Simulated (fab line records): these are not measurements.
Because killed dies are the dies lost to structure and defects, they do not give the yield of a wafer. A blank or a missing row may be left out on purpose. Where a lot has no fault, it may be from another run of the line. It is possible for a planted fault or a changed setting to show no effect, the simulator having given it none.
Split-lot experiment :: flow sfq-line :: 5 lots, 23 wafers read, on a route of 325 steps

## THE SPLIT ITSELF
At SFQ_TRILAYER_R5_LITHO_PEB_139 (peb time 60 s), the setting peb-temp-c was moved away from the recipe's 115 C on 6 of the 23 wafers read, by -3.2% to +3.0%. This setting was run at the recipe's value on the other wafers.

## FROM THE SPLIT TO THE READING: what the file shows between them, 1 step
- SFQ_TRILAYER_R5_LITHO_DEVELOP_138: time 60 s

## THE READING
R5.cd-nm (the simulator's own value, which no gauge read), in nm, at SFQ_TRILAYER_R5_BARC_OPEN_METAL_ETCH_177 (etches BARC in O2, target depth 125 nm, time 41.7 s). The file gives no usual value for it. Here, 17 wafers ran the recipe; their average is 500.2 nm with a standard deviation of 0.73 nm.

wafer: L074.2
tool, chamber at the split: litho-track-03, 0
peb-temp-c as run, C: 111.3
against the recipe: -3.2%
R5.cd-nm, nm: 579.5
against lot-mates on the recipe: +78.6

wafer: L074.3
tool, chamber at the split: litho-track-03, 0
peb-temp-c as run, C: 115
against the recipe: recipe
R5.cd-nm, nm: 501.2
against lot-mates on the recipe: -

wafer: L074.4
tool, chamber at the split: litho-track-03, 0
peb-temp-c as run, C: 115
against the recipe: recipe
R5.cd-nm, nm: 501.2
against lot-mates on the recipe: -

wafer: L074.5
tool, chamber at the split: litho-track-03, 0
peb-temp-c as run, C: 111.3
against the recipe: -3.2%
R5.cd-nm, nm: 580
against lot-mates on the recipe: +79.1

wafer: L074.6
tool, chamber at the split: litho-track-03, 0
peb-temp-c as run, C: 115
against the recipe: recipe
R5.cd-nm, nm: 500.2
against lot-mates on the recipe: -

wafer: L076.2
tool, chamber at the split: litho-track-02, 0
peb-temp-c as run, C: 115
against the recipe: recipe
R5.cd-nm, nm: 500.7
against lot-mates on the recipe: -

wafer: L076.3
tool, chamber at the split: litho-track-02, 0
peb-temp-c as run, C: 115
against the recipe: recipe
R5.cd-nm, nm: 501.4
against lot-mates on the recipe: -

wafer: L076.4
tool, chamber at the split: litho-track-02, 0
peb-temp-c as run, C: 115
against the recipe: recipe
R5.cd-nm, nm: 500.4
against lot-mates on the recipe: -

wafer: L076.5
tool, chamber at the split: litho-track-02, 0
peb-temp-c as run, C: 118.5
against the recipe: +3.0%
R5.cd-nm, nm: 444.5
against lot-mates on the recipe: -56.3

wafer: L076.6
tool, chamber at the split: litho-track-02, 0
peb-temp-c as run, C: 118.5
against the recipe: +3.0%
R5.cd-nm, nm: 444.2
against lot-mates on the recipe: -56.6

wafer: L080.2
tool, chamber at the split: litho-track-04, 0
peb-temp-c as run, C: 115
against the recipe: recipe
R5.cd-nm, nm: 500.1
against lot-mates on the recipe: -

wafer: L080.3
tool, chamber at the split: litho-track-04, 0
peb-temp-c as run, C: 115
against the recipe: recipe
R5.cd-nm, nm: 499.8
against lot-mates on the recipe: -

wafer: L080.6
tool, chamber at the split: litho-track-04, 0
peb-temp-c as run, C: 115
against the recipe: recipe
R5.cd-nm, nm: 500.4
against lot-mates on the recipe: -

wafer: L083.1
tool, chamber at the split: litho-track-04, 0
peb-temp-c as run, C: 115
against the recipe: recipe
R5.cd-nm, nm: 499.5
against lot-mates on the recipe: -

wafer: L083.2
tool, chamber at the split: litho-track-04, 0
peb-temp-c as run, C: 115
against the recipe: recipe
R5.cd-nm, nm: 499.7
against lot-mates on the recipe: -

wafer: L083.4
tool, chamber at the split: litho-track-04, 0
peb-temp-c as run, C: 115
against the recipe: recipe
R5.cd-nm, nm: 499.2
against lot-mates on the recipe: -

wafer: L083.5
tool, chamber at the split: litho-track-04, 0
peb-temp-c as run, C: 117.8
against the recipe: +2.4%
R5.cd-nm, nm: 454.1
against lot-mates on the recipe: -45.4

wafer: L083.6
tool, chamber at the split: litho-track-04, 0
peb-temp-c as run, C: 117.8
against the recipe: +2.4%
R5.cd-nm, nm: 451.8
against lot-mates on the recipe: -47.7

wafer: L084.1
tool, chamber at the split: litho-track-02, 0
peb-temp-c as run, C: 115
against the recipe: recipe
R5.cd-nm, nm: 500.4
against lot-mates on the recipe: -

wafer: L084.3
tool, chamber at the split: litho-track-02, 0
peb-temp-c as run, C: 115
against the recipe: recipe
R5.cd-nm, nm: 500.6
against lot-mates on the recipe: -

wafer: L084.4
tool, chamber at the split: litho-track-02, 0
peb-temp-c as run, C: 115
against the recipe: recipe
R5.cd-nm, nm: 498.5
against lot-mates on the recipe: -

wafer: L084.5
tool, chamber at the split: litho-track-02, 0
peb-temp-c as run, C: 115
against the recipe: recipe
R5.cd-nm, nm: 500.1
against lot-mates on the recipe: -

wafer: L084.6
tool, chamber at the split: litho-track-02, 0
peb-temp-c as run, C: 115
against the recipe: recipe
R5.cd-nm, nm: 500.7
against lot-mates on the recipe: -

FIT RESULTS
A straight line over all 23 wafers: R5.cd-nm changes by -21.4 nm for each +1% of peb-temp-c; r = -0.99; the points scatter about the line by 4.1 nm.
The same after taking each lot's own level away (the mean of its wafers on the recipe; 23 wafers): -21.3 nm for each +1%; r = -0.99; scatter 3.9 nm.
Per that fit: largest peb-temp-c move, reading shift of 68 nm.
From 499.47 to 500.87 nm: that is the span of the lots' own levels, equal to 1.9 times the standard deviation above.
Hence the lot-to-lot level has little effect on the slope; both slopes agree.
Check: with one of the wafers moved furthest among these (-3.2%) left out of the fit, the line predicts +67.5 nm for it against its lot-mates. It came out at +78.6 nm against them.

## OTHER SPLITS APPLIED TO THESE WAFERS
Other splits were also applied to these wafers ahead of the reading. Each is held against what the fit with the lots' levels taken away leaves over:
other split on the same wafers: SFQ_TRILAYER_R5_LITHO_COAT_141 spin-rpm
wafers away from the commonest value: 8
r with R5.cd-nm (lot level and that fit taken away): -0.07

## THE FILE'S OWN FIT
R5.cd-nm changes by -21.1 nm for each +1% of peb-temp-c, r = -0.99.
